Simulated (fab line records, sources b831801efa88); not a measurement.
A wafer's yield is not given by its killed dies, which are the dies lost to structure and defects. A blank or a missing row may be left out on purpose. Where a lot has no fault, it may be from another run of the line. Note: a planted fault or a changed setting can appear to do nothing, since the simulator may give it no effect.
Which of the tools did it? | flow gf180mcu | 13 lots with 39 wafers sampled at 5 steps, on a route of 602 steps

WHAT EACH GAUGE READ, for each wafer
GF_PSD_RS_MEAS_14: a four-point-probe measurement.
lot  | measured     | on           | NSD_RS (ohm/sq)
L938 | day 14 04:34 | filmMetro-03 | 46.07 46.19 46.05
L939 | day 14 16:29 | filmMetro-04 | 46.21 46.15 45.95
L940 | day 14 19:59 | filmMetro-01 | 46.22 46.27 46.16
L943 | day 15 16:00 | filmMetro-04 | 46.30 46.20 46.34
L944 | day 16 02:52 | filmMetro-01 | 43.02 43.07 42.98
L945 | day 16 10:31 | filmMetro-03 | 42.93 43.04 42.94
L952 | day 18 22:44 | filmMetro-03 | 46.24 46.13 46.10
L953 | day 19 08:22 | filmMetro-04 | 46.05 45.97 46.03
L956 | day 20 11:13 | filmMetro-01 | 46.06 46.15 46.09
L957 | day 20 20:18 | filmMetro-03 | 46.14 46.13 46.27
L958 | day 21 09:15 | filmMetro-03 | 46.14 46.02 46.10
L960 | day 22 10:37 | filmMetro-04 | 46.09 46.20 46.26
L961 | day 22 23:13 | filmMetro-03 | 46.14 46.06 45.95

GF_PSD_RS_MEAS_15: a four-point-probe measurement.
lot  | measured     | on           | PSD_RS (ohm/sq)
L938 | day 14 04:41 | filmMetro-03 | 108.47 108.53 108.43
L939 | day 14 16:37 | filmMetro-04 | 108.42 108.61 108.47
L940 | day 14 20:07 | filmMetro-01 | 108.74 108.77 108.79
L943 | day 15 16:07 | filmMetro-04 | 109.03 108.76 109.61
L944 | day 16 02:59 | filmMetro-01 | 99.76 99.67 99.76
L945 | day 16 10:38 | filmMetro-03 | 99.46 99.74 99.51
L952 | day 18 22:52 | filmMetro-03 | 108.69 108.39 108.48
L953 | day 19 08:29 | filmMetro-04 | 108.42 107.99 108.22
L956 | day 20 11:20 | filmMetro-01 | 108.41 108.17 108.22
L957 | day 20 20:25 | filmMetro-03 | 108.74 108.79 108.81
L958 | day 21 09:22 | filmMetro-03 | 108.54 108.23 108.48
L960 | day 22 10:44 | filmMetro-04 | 108.44 108.30 108.70
L961 | day 22 23:20 | filmMetro-03 | 108.44 108.50 108.18

GF_V1_RS_MEAS_24: a four-point-probe measurement.
lot  | measured     | on           | V1_W_RS (ohm/sq)
L938 | day 18 02:49 | filmMetro-01 | 0.3242 0.3286 0.3262
L939 | day 18 14:47 | filmMetro-03 | 0.3247 0.3250 0.3245
L940 | day 18 20:11 | filmMetro-03 | 0.3286 0.3282 0.3235
L943 | day 19 16:19 | filmMetro-01 | 0.3263 0.3270 0.3257
L944 | day 20 06:09 | filmMetro-02 | 0.3297 0.3297 0.3345
L945 | day 20 13:48 | filmMetro-01 | 0.3254 0.3299 0.3300
L952 | day 23 03:13 | filmMetro-03 | 0.3293 0.3313 0.3301
L953 | day 23 13:01 | filmMetro-03 | 0.3235 0.3239 0.3260
L956 | day 24 13:16 | filmMetro-01 | 0.3251 0.3289 0.3245
L957 | day 24 20:45 | filmMetro-01 | 0.3244 0.3238 0.3235
L958 | day 25 08:42 | filmMetro-01 | 0.3261 0.3250 0.3230
L960 | day 26 07:37 | filmMetro-01 | 0.3258 0.3213 0.3235
L961 | day 26 19:47 | filmMetro-01 | 0.3268 0.3291 0.3263

GF_V2_THK_MEAS_03.
lot  | measured     | on           | V2_CVD_02_THK (nm)
L938 | day 19 04:42 | filmMetro-02 | 839 844 849
L939 | day 19 15:56 | filmMetro-03 | 839 857 855
L940 | day 19 22:50 | filmMetro-04 | 843 844 848
L943 | day 20 17:58 | filmMetro-03 | 846 843 855
L944 | day 21 08:09 | filmMetro-04 | 837 820 824
L945 | day 21 15:17 | filmMetro-03 | 838 834 842
L952 | day 24 03:49 | filmMetro-02 | 848 844 862
L953 | day 24 13:35 | filmMetro-03 | 842 840 860
L956 | day 25 12:19 | filmMetro-02 | 845 817 849
L957 | day 25 19:16 | filmMetro-03 | 852 840 861
L958 | day 26 07:24 | filmMetro-03 | 847 842 849
L960 | day 27 05:37 | filmMetro-02 | 855 853 869
L961 | day 27 18:01 | filmMetro-03 | 840 843 846

WHAT TOOL EACH LOT RAN ON (gives the tool, then ch and the chambers of the sampled wafers, and finally the start)
lot  | GF_PSD_RTA_13
L938 | rtpAnneal-02 ch 0, day 14 04:29
L939 | rtpAnneal-02 ch 0, day 14 16:23
L940 | rtpAnneal-02 ch 0, day 14 19:54
L943 | rtpAnneal-01 ch 0, day 15 15:55
L944 | rtpAnneal-02 ch 0, day 16 02:47
L945 | rtpAnneal-02 ch 0, day 16 10:26
L952 | rtpAnneal-01 ch 0, day 18 22:39
L953 | rtpAnneal-02 ch 0, day 19 08:17
L956 | rtpAnneal-02 ch 0, day 20 11:08
L957 | rtpAnneal-01 ch 0, day 20 20:13
L958 | rtpAnneal-02 ch 0, day 21 09:10
L960 | rtpAnneal-02 ch 0, day 22 10:32
L961 | rtpAnneal-02 ch 0, day 22 23:08
- GF_PSD_RTA_13: time 20 s.

WHAT THE TOOLS THEMSELVES READ (means of the sampled wafers that have a number; where no wafer has one, the mark that the record gives instead)
GF_PSD_RTA_13.
lot  | tool         | lampPowerPct (%) | wafer_temp_C_max
L938 | rtpAnneal-02 | 30               | 1034.0
L939 | rtpAnneal-02 | 30               | 1031.8
L940 | rtpAnneal-02 | 30               | 1033.2
L943 | rtpAnneal-01 | 38               | 1030.8
L944 | rtpAnneal-02 | 31               | 1053.4
L945 | rtpAnneal-02 | 31               | 1056.6
L952 | rtpAnneal-01 | 38               | 1030.7
L953 | rtpAnneal-02 | 30               | 1033.8
L956 | rtpAnneal-02 | 30               | 1033.6
L957 | rtpAnneal-01 | 38               | 1031.6
L958 | rtpAnneal-02 | 30               | 1032.9
L960 | rtpAnneal-02 | 30               | 1033.1
L961 | rtpAnneal-02 | 30               | 1032.2

THE ANSWER, worked out from the rows above alone
Rule: the usual values come from the lots themselves. Put in order of their means at a reading, lots are off if they are a third of the lots or fewer, leave a main group of 4 or more, and stand apart from it by a gap of 3 or more times the standard deviation of the main group's means; of several such gaps the widest counts. If all means in a main group match to the digits the tables above print for the reading, that group is not used. A lot without any number at a reading at which 4 lots or more have one is off too. Where the step has rows for the other lots, those lots are counted as sound. After the gauges, taken in route order, come the tools' own readings; for these a lot's mean is taken, as printed above. At the first step where some lot is off, the reading lying furthest off is the one used; lots without a number count as furthest.
Off: at GF_PSD_RS_MEAS_14 (NSD_RS), L944, L945. Mean 46.13 ohm/sq and standard deviation 0.073 in the main group.
If a tool, at a process step before that reading, ran all the lots that are off and no sound lot after the first of them, it fits. The gauges at GF_PSD_RS_MEAS_14 aren't tried: what is off there is off at GF_PSD_RTA_13 too, on other tools, and a gauge's error can't cause that. No candidate that was tried fits.

WHAT THE SIMULATOR PUT IN
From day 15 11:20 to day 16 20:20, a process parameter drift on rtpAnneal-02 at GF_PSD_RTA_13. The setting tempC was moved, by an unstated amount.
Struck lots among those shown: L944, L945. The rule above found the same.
